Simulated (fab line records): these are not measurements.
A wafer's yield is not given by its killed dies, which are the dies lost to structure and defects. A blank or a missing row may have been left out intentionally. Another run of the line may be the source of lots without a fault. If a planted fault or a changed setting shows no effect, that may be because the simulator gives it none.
Matching of chambers | flow gf180mcu | cmp-02 running GF_V5_CMP_26: 4 sister chambers
The step polishes, stops on SiO2, t overpolish 15 s, target thk 0 nm. 4 wafers are shown with their chamber, then 9 later ones without.

WAFERS PAIRED WITH THEIR CHAMBERS
wafer  | chamber | motor-current-A (A)
L645.1 | 3       | 13.1
L645.6 | 2       | 10.1
L646.5 | 0       | 11.0
L646.6 | 1       | 9.8

WAFERS MISSING THEIR CHAMBER
wafer  | motor-current-A (A)
L654.2 | 10.0
L654.5 | 11.0
L654.6 | 9.5
L656.2 | 12.8
L656.3 | 10.9
L656.6 | 10.3
L658.1 | 10.3
L658.4 | 9.7
L658.6 | 9.9

WHICH CHAMBER EACH ONE RAN IN
wafer  | from the rows above     | in truth
L654.2 | can't be placed: 2 or 1 | 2
L654.5 | 0                       | 0
L654.6 | can't be placed: 1 or 2 | 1
L656.2 | 3                       | 3
L656.3 | 0                       | 0
L656.6 | can't be placed: 2 or 1 | 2
L658.1 | can't be placed: 2 or 1 | 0
L658.4 | can't be placed: 1 or 2 | 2
L658.6 | can't be placed: 1 or 2 | 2
Correct placement for 3 of the 9. From these rows, 6 cannot be placed; in 5 the true chamber is one of the candidates. Wrongly placed: 0.
How it was worked out, from the rows above alone: a wafer's distance from a chamber is the root of the sum, over the readings, of the square of ((its reading less the chamber's mean) divided by the reading's scatter). If the next closest chamber is less than 2 further off than the closest, the wafer can't be placed; otherwise it belongs to the closest. A chamber's mean is the mean of its shown wafers. The scatter: with one shown wafer a chamber, the root of the mean of the squares of how far each hidden wafer lies from its nearest shown one.
